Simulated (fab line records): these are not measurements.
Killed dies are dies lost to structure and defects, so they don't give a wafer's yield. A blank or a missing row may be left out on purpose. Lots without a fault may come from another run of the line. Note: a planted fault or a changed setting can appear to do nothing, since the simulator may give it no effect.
The tool behind it: which one? || flow sky130 || 24 lots with 72 wafers sampled at 6 steps, on a route of 708 steps

== WHAT THE GAUGES READ, wafer by wafer ==
SKY_PWDE_OVL_MEAS_07.
{"lot": "L074", "measured": "day 4 04:25", "on": "overlay-01", "PWDE_OVL (nm)": "3.7 2.1 3.1"}
{"lot": "L075", "measured": "day 4 12:09", "on": "overlay-02", "PWDE_OVL (nm)": "0.1 -0.2 -1.5"}
{"lot": "L076", "measured": "day 4 15:34", "on": "overlay-02", "PWDE_OVL (nm)": "-2.8 -1.0 -3.5"}
{"lot": "L077", "measured": "day 4 17:49", "on": "overlay-02", "PWDE_OVL (nm)": "1.1 1.7 1.4"}
{"lot": "L078", "measured": "day 4 22:42", "on": "overlay-02", "PWDE_OVL (nm)": "2.0 0.5 0.1"}
{"lot": "L079", "measured": "day 5 06:10", "on": "overlay-02", "PWDE_OVL (nm)": "-1.6 -2.2 -2.0"}
{"lot": "L081", "measured": "day 5 14:34", "on": "overlay-01", "PWDE_OVL (nm)": "0.3 1.3 0.0"}
{"lot": "L080", "measured": "day 5 14:37", "on": "overlay-02", "PWDE_OVL (nm)": "0.5 1.2 0.9"}
{"lot": "L082", "measured": "day 5 17:28", "on": "overlay-01", "PWDE_OVL (nm)": "1.3 1.0 -0.2"}
{"lot": "L083", "measured": "day 5 22:25", "on": "overlay-01", "PWDE_OVL (nm)": "0.9 0.9 1.1"}
{"lot": "L084", "measured": "day 6 06:23", "on": "overlay-02", "PWDE_OVL (nm)": "-1.7 -0.9 -1.4"}
{"lot": "L085", "measured": "day 6 14:22", "on": "overlay-01", "PWDE_OVL (nm)": "-1.4 -1.3 -1.5"}
{"lot": "L086", "measured": "day 6 16:06", "on": "overlay-02", "PWDE_OVL (nm)": "-2.9 -2.1 -0.7"}
{"lot": "L087", "measured": "day 6 19:16", "on": "overlay-02", "PWDE_OVL (nm)": "0.2 -0.4 -0.5"}
{"lot": "L088", "measured": "day 7 00:55", "on": "overlay-01", "PWDE_OVL (nm)": "-2.0 -1.3 0.0"}
{"lot": "L089", "measured": "day 7 07:04", "on": "overlay-02", "PWDE_OVL (nm)": "-1.8 -1.4 -0.8"}
{"lot": "L090", "measured": "day 7 13:25", "on": "overlay-01", "PWDE_OVL (nm)": "-2.3 -0.7 -2.6"}
{"lot": "L091", "measured": "day 7 18:55", "on": "overlay-02", "PWDE_OVL (nm)": "0.0 0.1 -0.5"}
{"lot": "L092", "measured": "day 8 01:10", "on": "overlay-01", "PWDE_OVL (nm)": "0.9 2.4 0.5"}
{"lot": "L093", "measured": "day 8 04:37", "on": "overlay-01", "PWDE_OVL (nm)": "-1.2 0.9 -1.0"}
{"lot": "L094", "measured": "day 8 16:34", "on": "overlay-02", "PWDE_OVL (nm)": "2.3 1.4 1.7"}
{"lot": "L095", "measured": "day 8 21:40", "on": "overlay-02", "PWDE_OVL (nm)": "-0.4 -0.3 1.4"}
{"lot": "L096", "measured": "day 9 02:26", "on": "overlay-01", "PWDE_OVL (nm)": "0.5 -0.2 -0.7"}
{"lot": "L097", "measured": "day 9 07:03", "on": "overlay-01", "PWDE_OVL (nm)": "1.3 0.4 0.0"}

SKY_LOCAL_INTERCONNECT_RS_MEAS_01: the measuring method here is four-point-probe.
{"lot": "L074", "measured": "day 29 22:08", "on": "film metro-04", "LOCAL_INTERCONNECT_TIN_RS (ohm/sq)": "14.35 14.46 14.39"}
{"lot": "L075", "measured": "day 30 08:32", "on": "film metro-03", "LOCAL_INTERCONNECT_TIN_RS (ohm/sq)": "14.24 14.30 14.29"}
{"lot": "L076", "measured": "day 30 05:42", "on": "film metro-03", "LOCAL_INTERCONNECT_TIN_RS (ohm/sq)": "14.14 14.02 14.03"}
{"lot": "L077", "measured": "day 30 12:26", "on": "film metro-03", "LOCAL_INTERCONNECT_TIN_RS (ohm/sq)": "14.35 14.15 14.08"}
{"lot": "L078", "measured": "day 30 16:54", "on": "film metro-02", "LOCAL_INTERCONNECT_TIN_RS (ohm/sq)": "14.21 13.92 14.13"}
{"lot": "L079", "measured": "day 30 22:25", "on": "film metro-02", "LOCAL_INTERCONNECT_TIN_RS (ohm/sq)": "14.07 14.09 14.03"}
{"lot": "L081", "measured": "day 31 15:48", "on": "film metro-04", "LOCAL_INTERCONNECT_TIN_RS (ohm/sq)": "14.08 14.26 14.10"}
{"lot": "L080", "measured": "day 31 19:18", "on": "film metro-03", "LOCAL_INTERCONNECT_TIN_RS (ohm/sq)": "14.21 14.19 14.18"}
{"lot": "L082", "measured": "day 31 20:18", "on": "film metro-04", "LOCAL_INTERCONNECT_TIN_RS (ohm/sq)": "14.53 14.33 14.25"}
{"lot": "L083", "measured": "day 32 07:26", "on": "film metro-02", "LOCAL_INTERCONNECT_TIN_RS (ohm/sq)": "13.97 13.96 13.96"}
{"lot": "L084", "measured": "day 32 17:04", "on": "film metro-02", "LOCAL_INTERCONNECT_TIN_RS (ohm/sq)": "14.01 14.06 14.19"}
{"lot": "L085", "measured": "day 33 01:37", "on": "film metro-03", "LOCAL_INTERCONNECT_TIN_RS (ohm/sq)": "14.15 14.33 14.28"}
{"lot": "L086", "measured": "day 33 03:28", "on": "film metro-02", "LOCAL_INTERCONNECT_TIN_RS (ohm/sq)": "14.09 14.24 14.19"}
{"lot": "L087", "measured": "day 33 11:42", "on": "film metro-03", "LOCAL_INTERCONNECT_TIN_RS (ohm/sq)": "14.06 14.15 14.19"}
{"lot": "L088", "measured": "day 33 18:37", "on": "film metro-02", "LOCAL_INTERCONNECT_TIN_RS (ohm/sq)": "14.01 14.09 14.18"}
{"lot": "L089", "measured": "day 33 23:19", "on": "film metro-03", "LOCAL_INTERCONNECT_TIN_RS (ohm/sq)": "14.39 14.24 14.18"}
{"lot": "L090", "measured": "day 34 10:08", "on": "film metro-02", "LOCAL_INTERCONNECT_TIN_RS (ohm/sq)": "14.27 14.00 14.11"}
{"lot": "L091", "measured": "day 34 12:39", "on": "film metro-02", "LOCAL_INTERCONNECT_TIN_RS (ohm/sq)": "13.90 14.02 14.11"}
{"lot": "L092", "measured": "day 35 05:17", "on": "film metro-02", "LOCAL_INTERCONNECT_TIN_RS (ohm/sq)": "14.16 14.26 14.11"}
{"lot": "L093", "measured": "day 35 06:37", "on": "film metro-02", "LOCAL_INTERCONNECT_TIN_RS (ohm/sq)": "13.97 14.23 13.82"}
{"lot": "L094", "measured": "day 35 18:19", "on": "film metro-02", "LOCAL_INTERCONNECT_TIN_RS (ohm/sq)": "14.09 13.70 13.94"}
{"lot": "L095", "measured": "day 36 00:14", "on": "film metro-03", "LOCAL_INTERCONNECT_TIN_RS (ohm/sq)": "13.96 14.25 13.92"}
{"lot": "L096", "measured": "day 36 03:31", "on": "film metro-03", "LOCAL_INTERCONNECT_TIN_RS (ohm/sq)": "14.33 14.25 14.29"}
{"lot": "L097", "measured": "day 36 09:35", "on": "film metro-04", "LOCAL_INTERCONNECT_TIN_RS (ohm/sq)": "14.04 13.93 13.99"}

SKY_CONTACT_BOW_MEAS_05.
{"lot": "L074", "measured": "day 31 03:42", "on": "film metro-02", "CONTACT_BOW (um)": "76 90 82"}
{"lot": "L075", "measured": "day 31 14:05", "on": "film metro-02", "CONTACT_BOW (um)": "79 81 79"}
{"lot": "L076", "measured": "day 31 10:50", "on": "film metro-02", "CONTACT_BOW (um)": "68 82 73"}
{"lot": "L077", "measured": "day 31 18:07", "on": "film metro-01", "CONTACT_BOW (um)": "82 81 84"}
{"lot": "L078", "measured": "day 31 22:13", "on": "film metro-02", "CONTACT_BOW (um)": "80 86 90"}
{"lot": "L079", "measured": "day 32 03:57", "on": "film metro-02", "CONTACT_BOW (um)": "62 77 80"}
{"lot": "L081", "measured": "day 32 19:47", "on": "film metro-01", "CONTACT_BOW (um)": "75 82 87"}
{"lot": "L080", "measured": "day 32 23:45", "on": "film metro-01", "CONTACT_BOW (um)": "83 75 96"}
{"lot": "L082", "measured": "day 33 00:42", "on": "film metro-04", "CONTACT_BOW (um)": "67 84 81"}
{"lot": "L083", "measured": "day 33 12:03", "on": "film metro-01", "CONTACT_BOW (um)": "68 85 92"}
{"lot": "L084", "measured": "day 33 21:32", "on": "film metro-01", "CONTACT_BOW (um)": "85 85 82"}
{"lot": "L085", "measured": "day 34 06:13", "on": "film metro-01", "CONTACT_BOW (um)": "78 93 85"}
{"lot": "L086", "measured": "day 34 08:20", "on": "film metro-02", "CONTACT_BOW (um)": "78 90 74"}
{"lot": "L087", "measured": "day 34 15:19", "on": "film metro-01", "CONTACT_BOW (um)": "80 86 91"}
{"lot": "L088", "measured": "day 34 22:11", "on": "film metro-02", "CONTACT_BOW (um)": "87 91 73"}
{"lot": "L089", "measured": "day 35 03:55", "on": "film metro-02", "CONTACT_BOW (um)": "77 91 73"}
{"lot": "L090", "measured": "day 35 14:27", "on": "film metro-02", "CONTACT_BOW (um)": "77 82 88"}
{"lot": "L091", "measured": "day 35 17:04", "on": "film metro-04", "CONTACT_BOW (um)": "72 74 84"}
{"lot": "L092", "measured": "day 36 08:49", "on": "film metro-04", "CONTACT_BOW (um)": "83 84 90"}
{"lot": "L093", "measured": "day 36 09:44", "on": "film metro-01", "CONTACT_BOW (um)": "80 85 84"}
{"lot": "L094", "measured": "day 36 20:51", "on": "film metro-02", "CONTACT_BOW (um)": "92 73 89"}
{"lot": "L095", "measured": "day 37 03:49", "on": "film metro-02", "CONTACT_BOW (um)": "73 77 79"}
{"lot": "L096", "measured": "day 37 07:26", "on": "film metro-04", "CONTACT_BOW (um)": "85 78 81"}
{"lot": "L097", "measured": "day 37 12:40", "on": "film metro-04", "CONTACT_BOW (um)": "91 90 84"}

SKY_METAL1_RS_MEAS_05: the measuring method here is four-point-probe.
{"lot": "L074", "measured": "day 32 09:26", "on": "film metro-02", "METAL1_ALCU_RS (ohm/sq)": "0.1298 0.1299 0.1302"}
{"lot": "L075", "measured": "day 32 18:23", "on": "film metro-03", "METAL1_ALCU_RS (ohm/sq)": "0.1287 0.1302 0.1285"}
{"lot": "L076", "measured": "day 32 16:17", "on": "film metro-03", "METAL1_ALCU_RS (ohm/sq)": "0.1266 0.1264 0.1290"}
{"lot": "L077", "measured": "day 32 23:11", "on": "film metro-02", "METAL1_ALCU_RS (ohm/sq)": "0.1265 0.1270 0.1266"}
{"lot": "L078", "measured": "day 33 02:56", "on": "film metro-01", "METAL1_ALCU_RS (ohm/sq)": "0.1291 0.1288 0.1297"}
{"lot": "L079", "measured": "day 33 08:45", "on": "film metro-03", "METAL1_ALCU_RS (ohm/sq)": "0.1253 0.1256 0.1279"}
{"lot": "L081", "measured": "day 33 23:23", "on": "film metro-01", "METAL1_ALCU_RS (ohm/sq)": "0.1272 0.1304 0.1265"}
{"lot": "L080", "measured": "day 34 03:47", "on": "film metro-03", "METAL1_ALCU_RS (ohm/sq)": "0.1260 0.1262 0.1258"}
{"lot": "L082", "measured": "day 34 04:31", "on": "film metro-03", "METAL1_ALCU_RS (ohm/sq)": "0.1274 0.1254 0.1276"}
{"lot": "L083", "measured": "day 34 16:31", "on": "film metro-02", "METAL1_ALCU_RS (ohm/sq)": "0.1292 0.1256 0.1275"}
{"lot": "L084", "measured": "day 35 02:09", "on": "film metro-02", "METAL1_ALCU_RS (ohm/sq)": "0.1304 0.1299 0.1315"}
{"lot": "L085", "measured": "day 35 10:23", "on": "film metro-01", "METAL1_ALCU_RS (ohm/sq)": "0.1289 0.1278 0.1261"}
{"lot": "L086", "measured": "day 35 12:13", "on": "film metro-03", "METAL1_ALCU_RS (ohm/sq)": "0.1268 0.1257 0.1270"}
{"lot": "L087", "measured": "day 35 19:16", "on": "film metro-01", "METAL1_ALCU_RS (ohm/sq)": "0.1293 0.1297 0.1305"}
{"lot": "L088", "measured": "day 36 01:27", "on": "film metro-03", "METAL1_ALCU_RS (ohm/sq)": "0.1256 0.1289 0.1312"}
{"lot": "L089", "measured": "day 36 07:48", "on": "film metro-03", "METAL1_ALCU_RS (ohm/sq)": "0.1301 0.1303 0.1274"}
{"lot": "L090", "measured": "day 36 19:10", "on": "film metro-01", "METAL1_ALCU_RS (ohm/sq)": "0.1293 0.1274 0.1280"}
{"lot": "L091", "measured": "day 36 20:47", "on": "film metro-01", "METAL1_ALCU_RS (ohm/sq)": "0.1286 0.1295 0.1270"}
{"lot": "L092", "measured": "day 37 12:19", "on": "film metro-03", "METAL1_ALCU_RS (ohm/sq)": "0.1272 0.1276 0.1260"}
{"lot": "L093", "measured": "day 37 13:18", "on": "film metro-03", "METAL1_ALCU_RS (ohm/sq)": "0.1290 0.1291 0.1272"}
{"lot": "L094", "measured": "day 37 23:57", "on": "film metro-02", "METAL1_ALCU_RS (ohm/sq)": "0.1258 0.1230 0.1242"}
{"lot": "L095", "measured": "day 38 06:41", "on": "film metro-02", "METAL1_ALCU_RS (ohm/sq)": "0.1243 0.1277 0.1256"}
{"lot": "L096", "measured": "day 38 10:07", "on": "film metro-01", "METAL1_ALCU_RS (ohm/sq)": "0.1277 0.1251 0.1283"}
{"lot": "L097", "measured": "day 38 15:19", "on": "film metro-02", "METAL1_ALCU_RS (ohm/sq)": "0.1269 0.1281 0.1270"}

SKY_METAL4_OVL_MEAS_14.
{"lot": "L074", "measured": "day 42 10:32", "on": "overlay-02", "METAL4_OVL (nm)": "-8 -10 -11"}
{"lot": "L075", "measured": "day 42 17:34", "on": "overlay-02", "METAL4_OVL (nm)": "-14 -13 -12"}
{"lot": "L076", "measured": "day 42 15:34", "on": "overlay-01", "METAL4_OVL (nm)": "-1 0 2"}
{"lot": "L077", "measured": "day 42 20:32", "on": "overlay-02", "METAL4_OVL (nm)": "3 2 3"}
{"lot": "L078", "measured": "day 43 02:17", "on": "overlay-02", "METAL4_OVL (nm)": "5 2 2"}
{"lot": "L079", "measured": "day 43 06:56", "on": "overlay-02", "METAL4_OVL (nm)": "-11 -15 -11"}
{"lot": "L081", "measured": "day 43 18:55", "on": "overlay-01", "METAL4_OVL (nm)": "-4 -10 -8"}
{"lot": "L080", "measured": "day 43 23:53", "on": "overlay-01", "METAL4_OVL (nm)": "-6 -5 -12"}
{"lot": "L082", "measured": "day 44 01:20", "on": "overlay-01", "METAL4_OVL (nm)": "-3 1 -3"}
{"lot": "L083", "measured": "day 44 10:13", "on": "overlay-01", "METAL4_OVL (nm)": "4 6 6"}
{"lot": "L084", "measured": "day 44 18:02", "on": "overlay-01", "METAL4_OVL (nm)": "-5 2 -10"}
{"lot": "L085", "measured": "day 45 01:26", "on": "overlay-02", "METAL4_OVL (nm)": "2 8 6"}
{"lot": "L086", "measured": "day 45 02:35", "on": "overlay-01", "METAL4_OVL (nm)": "-1 3 -2"}
{"lot": "L087", "measured": "day 45 08:02", "on": "overlay-02", "METAL4_OVL (nm)": "-4 -5 -4"}
{"lot": "L088", "measured": "day 45 12:29", "on": "overlay-01", "METAL4_OVL (nm)": "-5 -5 1"}
{"lot": "L089", "measured": "day 45 18:53", "on": "overlay-01", "METAL4_OVL (nm)": "-2 -8 -8"}
{"lot": "L090", "measured": "day 46 04:17", "on": "overlay-01", "METAL4_OVL (nm)": "0 -1 -8"}
{"lot": "L091", "measured": "day 46 05:14", "on": "overlay-02", "METAL4_OVL (nm)": "-1 0 5"}
{"lot": "L092", "measured": "day 46 17:05", "on": "overlay-02", "METAL4_OVL (nm)": "-1 3 6"}
{"lot": "L093", "measured": "day 46 18:47", "on": "overlay-01", "METAL4_OVL (nm)": "-10 -1 -7"}
{"lot": "L094", "measured": "day 47 03:58", "on": "overlay-01", "METAL4_OVL (nm)": "-1 4 0"}
{"lot": "L095", "measured": "day 47 08:23", "on": "overlay-02", "METAL4_OVL (nm)": "6 -2 3"}
{"lot": "L096", "measured": "day 47 10:48", "on": "overlay-01", "METAL4_OVL (nm)": "-17 -10 -10"}
{"lot": "L097", "measured": "day 47 16:23", "on": "overlay-02", "METAL4_OVL (nm)": "-2 5 -4"}

== EACH LOT AND THE TOOL THAT RAN IT (in order: tool; ch and the chambers of the sampled wafers; start) ==
{"lot": "L074", "SKY_VIA2_CMP_02": "cmp-02 ch 0,2, day 35 20:34"}
{"lot": "L075", "SKY_VIA2_CMP_02": "cmp-01 ch 0,1, day 36 06:17"}
{"lot": "L076", "SKY_VIA2_CMP_02": "cmp-01 ch 1,2,3, day 36 04:30"}
{"lot": "L077", "SKY_VIA2_CMP_02": "cmp-01 ch 0,3, day 36 09:50"}
{"lot": "L078", "SKY_VIA2_CMP_02": "cmp-02 ch 0,1, day 36 14:41"}
{"lot": "L079", "SKY_VIA2_CMP_02": "cmp-02 ch 1,2, day 36 20:40"}
{"lot": "L081", "SKY_VIA2_CMP_02": "cmp-02 ch 2,3, day 37 10:47"}
{"lot": "L080", "SKY_VIA2_CMP_02": "cmp-02 ch 1,2, day 37 15:34"}
{"lot": "L082", "SKY_VIA2_CMP_02": "cmp-02 ch 2,3, day 37 15:49"}
{"lot": "L083", "SKY_VIA2_CMP_02": "cmp-02 ch 0,1,3, day 38 02:13"}
{"lot": "L084", "SKY_VIA2_CMP_02": "cmp-01 ch 1,2,3, day 38 11:41"}
{"lot": "L085", "SKY_VIA2_CMP_02": "cmp-02 ch 0,1,2, day 38 20:35"}
{"lot": "L086", "SKY_VIA2_CMP_02": "cmp-01 ch 0,2, day 38 22:28"}
{"lot": "L087", "SKY_VIA2_CMP_02": "cmp-01 ch 0,2, day 39 03:51"}
{"lot": "L088", "SKY_VIA2_CMP_02": "cmp-01 ch 0,1, day 39 09:31"}
{"lot": "L089", "SKY_VIA2_CMP_02": "cmp-01 ch 0,1,3, day 39 15:34"}
{"lot": "L090", "SKY_VIA2_CMP_02": "cmp-02 ch 0,1, day 40 03:14"}
{"lot": "L091", "SKY_VIA2_CMP_02": "cmp-02 ch 0,3, day 40 04:00"}
{"lot": "L092", "SKY_VIA2_CMP_02": "cmp-02 ch 0,1,2, day 40 18:32"}
{"lot": "L093", "SKY_VIA2_CMP_02": "cmp-01 ch 1,2, day 40 19:43"}
{"lot": "L094", "SKY_VIA2_CMP_02": "cmp-02 ch 0,1,2, day 41 07:06"}
{"lot": "L095", "SKY_VIA2_CMP_02": "cmp-02 ch 0,3, day 41 14:01"}
{"lot": "L096", "SKY_VIA2_CMP_02": "cmp-01 ch 0,1,3, day 41 16:40"}
{"lot": "L097", "SKY_VIA2_CMP_02": "cmp-02 ch 2,3, day 41 22:15"}
- SKY_VIA2_CMP_02: polishes SiO2.

== WHAT THE TOOLS THEMSELVES READ (means of the sampled wafers that have a number; where no wafer has one, the mark that the record gives instead) ==
SKY_VIA2_CMP_02.
{"lot": "L074", "tool": "cmp-02", "head pressure psi (psi)": 4.004, "motor current A (A)": 11.8}
{"lot": "L075", "tool": "cmp-01", "head pressure psi (psi)": 3.998, "motor current A (A)": 14.2}
{"lot": "L076", "tool": "cmp-01", "head pressure psi (psi)": 3.998, "motor current A (A)": 11.3}
{"lot": "L077", "tool": "cmp-01", "head pressure psi (psi)": 4.005, "motor current A (A)": 11.2}
{"lot": "L078", "tool": "cmp-02", "head pressure psi (psi)": 3.994, "motor current A (A)": 12.2}
{"lot": "L079", "tool": "cmp-02", "head pressure psi (psi)": 3.992, "motor current A (A)": 12.4}
{"lot": "L081", "tool": "cmp-02", "head pressure psi (psi)": 4.001, "motor current A (A)": 12.1}
{"lot": "L080", "tool": "cmp-02", "head pressure psi (psi)": 4.002, "motor current A (A)": 12.8}
{"lot": "L082", "tool": "cmp-02", "head pressure psi (psi)": 3.997, "motor current A (A)": 11.7}
{"lot": "L083", "tool": "cmp-02", "head pressure psi (psi)": 3.995, "motor current A (A)": 12.4}
{"lot": "L084", "tool": "cmp-01", "head pressure psi (psi)": 3.997, "motor current A (A)": 11.4}
{"lot": "L085", "tool": "cmp-02", "head pressure psi (psi)": 4.007, "motor current A (A)": 12.2}
{"lot": "L086", "tool": "cmp-01", "head pressure psi (psi)": 4.002, "motor current A (A)": 13.3}
{"lot": "L087", "tool": "cmp-01", "head pressure psi (psi)": 4.003, "motor current A (A)": 12.1}
{"lot": "L088", "tool": "cmp-01", "head pressure psi (psi)": 3.999, "motor current A (A)": 14.2}
{"lot": "L089", "tool": "cmp-01", "head pressure psi (psi)": 3.997, "motor current A (A)": 12.4}
{"lot": "L090", "tool": "cmp-02", "head pressure psi (psi)": 4.012, "motor current A (A)": 12.4}
{"lot": "L091", "tool": "cmp-02", "head pressure psi (psi)": 3.997, "motor current A (A)": 12.0}
{"lot": "L092", "tool": "cmp-02", "head pressure psi (psi)": 3.998, "motor current A (A)": 12.0}
{"lot": "L093", "tool": "cmp-01", "head pressure psi (psi)": 4.008, "motor current A (A)": 11.7}
{"lot": "L094", "tool": "cmp-02", "head pressure psi (psi)": 4.003, "motor current A (A)": 12.0}
{"lot": "L095", "tool": "cmp-02", "head pressure psi (psi)": 4.003, "motor current A (A)": 12.0}
{"lot": "L096", "tool": "cmp-01", "head pressure psi (psi)": 4.001, "motor current A (A)": 12.3}
{"lot": "L097", "tool": "cmp-02", "head pressure psi (psi)": 3.998, "motor current A (A)": 12.0}

== THE ANSWER, worked out from the rows above alone ==
Rule: usual is defined by the lots themselves. Put in order of their means at a reading, lots are off if they are a third of the lots or fewer, leave a main group of 4 or more, and stand apart from it by a gap of 3 or more times the standard deviation of the main group's means; of several such gaps the widest counts. A main group whose means are all the same, to the digits that the tables above print for the reading, isn't used. A lot without any number at a reading at which 4 lots or more have one is off too. Where the step has rows for the other lots, those lots are counted as sound. After the gauges, taken in route order, come the tools' own readings; for these a lot's mean is taken, as printed above. The first step at which some lot is off is used, and at that step the reading that is off furthest; a lot without a number counts as furthest.
No lot is off on any of the readings shown, so nothing can be concluded from this.

== WHAT THE SIMULATOR HAD PUT IN ==
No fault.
